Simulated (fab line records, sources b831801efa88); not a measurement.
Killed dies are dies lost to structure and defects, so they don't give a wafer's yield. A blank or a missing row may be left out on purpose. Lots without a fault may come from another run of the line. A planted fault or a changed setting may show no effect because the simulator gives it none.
Chamber matching | flow gf180mcu | GF_STI_ETCH_13 on rie_diel-01: 4 sister chambers
The step etches the open film in CHF3/O2, stops on Si, target depth 282.31 nm, time 112.9 s. 14 wafers are shown with their chamber, then 7 later ones without.

WAFERS WITH THEIR CHAMBER
wafer  | chamber | drypump_motor_current_A (A) | throttle_valve_pct (%) | oes_product_au (a.u.)
L345.1 | 0       | 5.6                         | 8.820                  | 0.838
L345.4 | 3       | 5.8                         | 8.810                  | 0.835
L345.6 | 3       | 5.8                         | 8.815                  | 0.837
L351.3 | 0       | 5.6                         | 8.801                  | 0.831
L351.4 | 1       | 5.9                         | 8.810                  | 0.836
L351.6 | 1       | 5.9                         | 8.812                  | 0.833
L353.3 | 3       | 5.7                         | 8.795                  | 0.835
L353.5 | 3       | 5.7                         | 8.804                  | 0.822
L353.6 | 0       | 5.6                         | 8.837                  | 0.818
L357.1 | 0       | 5.6                         | 8.802                  | 0.836
L357.2 | 3       | 5.7                         | 8.803                  | 0.826
L357.5 | 3       | 5.7                         | 8.803                  | 0.834
L360.1 | 0       | 5.7                         | 8.804                  | 0.830
L360.4 | 2       | 5.4                         | 8.806                  | 0.829

SIGNATURES (means of the wafers above)
reading                 | chamber 0 | chamber 1 | chamber 2 | chamber 3 | scatter within a chamber
drypump_motor_current_A | 5.620     | 5.900     | 5.400     | 5.733     | 0.0462
throttle_valve_pct      | 8.81280   | 8.81100   | 8.80600   | 8.80500   | 0.011
oes_product_au          | 0.83060   | 0.83450   | 0.82900   | 0.83150   | 0.00655
Rule: a wafer's distance from a chamber is the root of the sum, over the readings, of the square of ((its reading less the chamber's mean) divided by the reading's scatter). The wafer belongs to the nearest chamber; if the next one is less than 2 further off, it can't be placed. The scatter: the root of (the sum of the squares of (reading less its chamber's mean) over the shown wafers, divided by (wafers less chambers)).

WAFERS WITHOUT THEIR CHAMBER
wafer  | drypump_motor_current_A (A) | throttle_valve_pct (%) | oes_product_au (a.u.)
L360.5 | 5.6                         | 8.813                  | 0.832
L362.2 | 5.9                         | 8.817                  | 0.830
L362.3 | 5.4                         | 8.806                  | 0.837
L362.5 | 5.4                         | 8.792                  | 0.826
L364.1 | 5.4                         | 8.810                  | 0.832
L364.2 | 5.7                         | 8.799                  | 0.833
L364.4 | 5.6                         | 8.792                  | 0.826

WHICH CHAMBER EACH WENT THROUGH
wafer  | from the rows above     | in truth
L360.5 | 0                       | 0
L362.2 | 1                       | 1
L362.3 | 2                       | 2
L362.5 | 2                       | 2
L364.1 | 2                       | 2
L364.2 | can't be placed: 3 or 0 | 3
L364.4 | can't be placed: 0 or 3 | 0
Placed correctly: 5 of 7. Can't be placed from these rows: 2 (the true chamber is among the candidates in 2). Placed wrongly: 0.
